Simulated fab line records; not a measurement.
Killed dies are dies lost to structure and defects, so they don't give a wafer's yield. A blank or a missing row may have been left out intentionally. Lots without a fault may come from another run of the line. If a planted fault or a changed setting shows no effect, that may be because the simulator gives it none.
A lot that was struck, set against a sound lot ; flow sfq-line ; 41 out of 325 route steps
Sound: wafers L775.1, L775.4, L775.5. Struck: wafer L789.4 (L789.2, L789.5, from the same lot, were not struck and are left out); the cause is given at the end.
For every step that has rows: the tool of each side, followed by ch and its chambers, followed by its first start. Under that, the readings that differ: sound wafers ; struck wafers ; difference of the means ; sigmas: that difference in standard deviations of wafers without a fault.
alike: words and numbers the same on both sides, and readings whose means are apart by under 2 such deviations; not compared: readings that were withheld, readings missing a value for some wafer, numbers with overlapping values and no deviation given by the record, and bounds like >300 which may hide the same value.
A row with sigmas, a row that says differs or no value, or rows on one side alone: a step with any of these is where the two part. Numbers that don't overlap but have no deviation are shown without sigmas and don't part them. A reading that every wafer of one side lacks parts them only if that side has two wafers or more.

first, 6 steps without rows for these wafers: SFQ_TRILAYER_I6_VIA_LITHO_COAT_174 (resist thk 62 nm); SFQ_TRILAYER_I6_VIA_LITHO_COAT_169 (resist thk 650 nm); SFQ_TRILAYER_I6_VIA_LITHO_SOFTBAKE_173; SFQ_TRILAYER_I6_VIA_LITHO_EXPOSE_170 (exposes mask I6, target cd 700 nm); SFQ_TRILAYER_I6_VIA_LITHO_PEB_172 (peb time 60 s); SFQ_TRILAYER_I6_VIA_LITHO_DEVELOP_171 (time 60 s).
SFQ_I6_OVL_MEAS_942:
  struck on overlay-01, day 66 22:46; sound on overlay-02, day 62 21:31
  alike: I6_OVL
then, 1 step without rows for these wafers: SFQ_TRILAYER_I6_VIA_BARC_OPEN_VIA_ETCH_235 (etches BARC in O2, target depth 125 nm, time 41.7 s).
SFQ_TRILAYER_I6_VIA_ETCH_VIA_ETCH_172: etches SiO2 in CHF3, stops on Nb, target depth 260 nm.
  sound on rie-diel-02 ch 0,1,2, day 62 21:35; struck on rie-diel-04 ch 1, day 66 22:50
  alike: drypump-motor-current-A, oes-product-au
then, 3 steps without rows for these wafers: SFQ_TRILAYER_I6_VIA_STRIP_STRIP_173 (strips in O2); SFQ_TRILAYER_I6_VIA_STRIP_SOLV_CLEAN_174 (cleans in NMP, time 600 s); SFQ_TRILAYER_M7_DEP_PRE_CLEAN_176 (time 22.5 s).
SFQ_TRILAYER_M7_DEP_SPUTTER_175: material Nb, target thk 200 nm, time 133.3 s.
  struck on pvd-sputter-05, day 66 23:47; sound on pvd-sputter-05, day 62 22:31
reading;sound;struck;difference;sigmas
model.Nb_of_TRILAYER_M7_DEP_SPUTTER_175.thk-nm (nm);198.1 198 198.3;295.6;+97.5;
  alike: substrate-temp-c, throttle-valve-pct
SFQ_M7_RS_MEAS_943: measurement is done with a four-point probe.
  struck on film-metro-01, day 67 00:10; sound on film-metro-02, day 62 22:36
reading;sound;struck;difference;sigmas
M7_NB_RS (ohm/sq);0.901 0.900 0.897;0.601;-0.298;-25
  not compared: hold
then, 5 steps without rows for these wafers: SFQ_TRILAYER_M7_LITHO_COAT_177 (resist thk 600 nm); SFQ_TRILAYER_M7_LITHO_SOFTBAKE_181; SFQ_TRILAYER_M7_LITHO_EXPOSE_178 (exposes mask M7, target cd 500 nm); SFQ_TRILAYER_M7_LITHO_PEB_180 (peb time 60 s); SFQ_TRILAYER_M7_LITHO_DEVELOP_179 (time 60 s).
-- the record jumps here: 4 days lie between the struck wafers' starts before and after --
SFQ_M7_OVL_MEAS_945:
  struck on overlay-02, day 71 04:24; sound on overlay-01, day 63 02:38
reading;sound;struck;difference;sigmas
M7_OVL (nm);5 2 0;-13;-15;-3
then, 1 step without rows for these wafers: SFQ_TRILAYER_M7_BARC_OPEN_METAL_ETCH_229 (etches BARC in O2, target depth 125 nm, time 41.7 s).
SFQ_TRILAYER_M7_ETCH_METAL_ETCH_180: etches Nb in Cl2/Ar, stops on SiO2, target depth 240 nm, time 120 s.
  sound on rie-metal-04 ch 0, day 63 02:43; struck on rie-metal-03 ch 1, day 71 04:29
reading;sound;struck;difference;sigmas
drypump-motor-current-A (A);5.83 5.83 5.81;6.60;+0.78;+3
oes-product-au (a.u.);0.881 0.885 0.886;0.986;+0.102;+11
  not compared: rf-hours-counter-h
SFQ_TRILAYER_M7_STRIP_STRIP_181: strips in O2.
  sound on rie-metal-04 ch 0, day 63 02:51; struck on rie-metal-03 ch 1, day 71 04:37
reading;sound;struck;difference;sigmas
drypump-motor-current-A (A);5.84 5.82 5.82;6.64;+0.81;+3
  alike: oes-product-au
  not compared: rf-hours-counter-h
then, 2 steps without rows for these wafers: SFQ_TRILAYER_M7_STRIP_SOLV_CLEAN_182 (cleans in NMP, time 600 s); SFQ_TRILAYER_I7_DEP_PECVD_183 (deposits SiO2 from SiH4/N2O, time 111.11 s, target thk 500 nm).
SFQ_TRILAYER_I7_CMP_CMP_184: polishes SiO2.
  sound on cmp-01 ch 1,2,3, day 64 09:36; struck on cmp-02 ch 3, day 71 06:41
  alike: motor-current-A, platen-rpm, time-to-endpoint-s
SFQ_I7_BOW_MEAS_946:
  struck on film-metro-01, day 71 09:42; sound on film-metro-03, day 64 11:36
  alike: I7_BOW
then, 7 steps without rows for these wafers: SFQ_TRILAYER_I7_METRO_MEASURE_185; SFQ_TRILAYER_I7_VIA_LITHO_COAT_192 (resist thk 62 nm); SFQ_TRILAYER_I7_VIA_LITHO_COAT_187 (resist thk 650 nm); SFQ_TRILAYER_I7_VIA_LITHO_SOFTBAKE_191; SFQ_TRILAYER_I7_VIA_LITHO_EXPOSE_188 (exposes mask I7, target cd 1000 nm); SFQ_TRILAYER_I7_VIA_LITHO_PEB_190 (peb time 60 s); SFQ_TRILAYER_I7_VIA_LITHO_DEVELOP_189 (time 60 s).
-- the record jumps here: 4 days lie between the struck wafers' starts before and after --
SFQ_I7_OVL_MEAS_947:
  struck on overlay-01, day 74 23:58; sound on overlay-01, day 68 10:25
  alike: I7_OVL
SFQ_TRILAYER_I7_VIA_BARC_OPEN_VIA_ETCH_260: etches BARC in O2, target depth 125 nm, time 41.7 s.
  sound on rie-diel-03 ch 1,2,3, day 68 10:26; struck on rie-diel-01 ch 0, day 75 00:00
  alike: drypump-motor-current-A, oes-product-au
  not compared: rf-hours-counter-h
then, 1 step without rows for these wafers: SFQ_TRILAYER_I7_VIA_ETCH_VIA_ETCH_190 (etches SiO2 in CHF3, stops on Nb, target depth 260 nm).
SFQ_TRILAYER_I7_VIA_STRIP_STRIP_191: strips in O2.
  sound on rie-metal-01 ch 0,1, day 68 10:35; struck on rie-metal-04 ch 0, day 75 00:09
reading;sound;struck;difference;sigmas
oes-product-au (a.u.);0.995 1.012 0.993;0.976;-0.024;-2
  alike: drypump-motor-current-A
  not compared: rf-hours-counter-h
then, 2 steps without rows for these wafers: SFQ_TRILAYER_I7_VIA_STRIP_SOLV_CLEAN_192 (cleans in NMP, time 600 s); SFQ_TRILAYER_M8_LITHO_LOR_COAT_197.
SFQ_M8_BOW_MEAS_951:
  struck on film-metro-03, day 75 04:55; sound on film-metro-03, day 68 20:00
reading;sound;struck;difference;sigmas
model.etest.m7.comb-log10-ohm;12 12 12;0;-12;
model.etest.m7.ohm-sq;0.8994 0.8998 0.8985;0.6028;-0.2964;
  alike: M8_BOW

## WHERE THEY PART
Last at SFQ_TRILAYER_I7_VIA_STRIP_STRIP_191 as far as this record goes, first at SFQ_M7_RS_MEAS_943. Later steps at which nothing parts them and some readings are alike: SFQ_M8_BOW_MEAS_951.

WHY: what had been put in by the simulator
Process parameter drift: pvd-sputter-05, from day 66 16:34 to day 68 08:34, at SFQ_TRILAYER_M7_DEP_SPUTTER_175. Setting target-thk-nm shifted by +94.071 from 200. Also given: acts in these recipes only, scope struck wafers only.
